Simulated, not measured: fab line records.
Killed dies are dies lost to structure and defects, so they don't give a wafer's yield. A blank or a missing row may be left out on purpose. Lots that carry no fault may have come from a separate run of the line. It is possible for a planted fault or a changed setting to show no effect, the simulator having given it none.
2 desks looking at one fault	flow gf180mcu	numbers are kept per desk, each desk with only its own; the story behind them comes last

## THE TOOL OWNER'S DESK: pvdSputter-02
At GF_CONTACT_SPUTTER_23 (material TiN, target thk 10 nm, time 40 s) the tool's own readings: per lot run on this tool, the mean of the sampled wafers that have a number. The brackets show how far a lot's mean lies from the usual mean; more than 4 standard deviations puts the lot out of limits, marked OUT.
Columns: A = throttleValvePct at GF_CONTACT_SPUTTER_23, usual 30.0 %
lot	first seen here	A
L607	day 16 00:43	30.2
L615	day 19 08:33	30.4
L616	day 19 17:29	30.5
This desk found nothing out of limits on any of the 3 lots.

## FROM THE METROLOGY DESK
What the gauges read for every lot (on any tool): the sampled wafers with a number, averaged. The brackets show how far a lot's mean lies from the usual mean; more than 4 standard deviations puts the lot out of limits, marked OUT.
Columns: A = cdNm at GF_CONTACT_CD_MEAS_14, usual 220.2 nm; B = CONTACT_OVL at GF_CONTACT_OVL_MEAS_15, usual 3 nm
lot	first seen here	A	B
L607	day 16 00:02	222.0	3
L608	day 16 16:10	221.9	4
L615	day 19 07:53	217.5	0
L616	day 19 16:49	218.9	2
L622	day 21 18:31	221.4	2
L624	day 22 17:22	221.8	11
This desk found nothing out of limits on any of the 6 lots.

## BROUGHT TOGETHER
Nothing out of limits was seen by the tool owner's desk.
From the metrology desk's view, nothing was out of limits.

## WHAT HAD BEEN PUT IN BY THE SIMULATOR
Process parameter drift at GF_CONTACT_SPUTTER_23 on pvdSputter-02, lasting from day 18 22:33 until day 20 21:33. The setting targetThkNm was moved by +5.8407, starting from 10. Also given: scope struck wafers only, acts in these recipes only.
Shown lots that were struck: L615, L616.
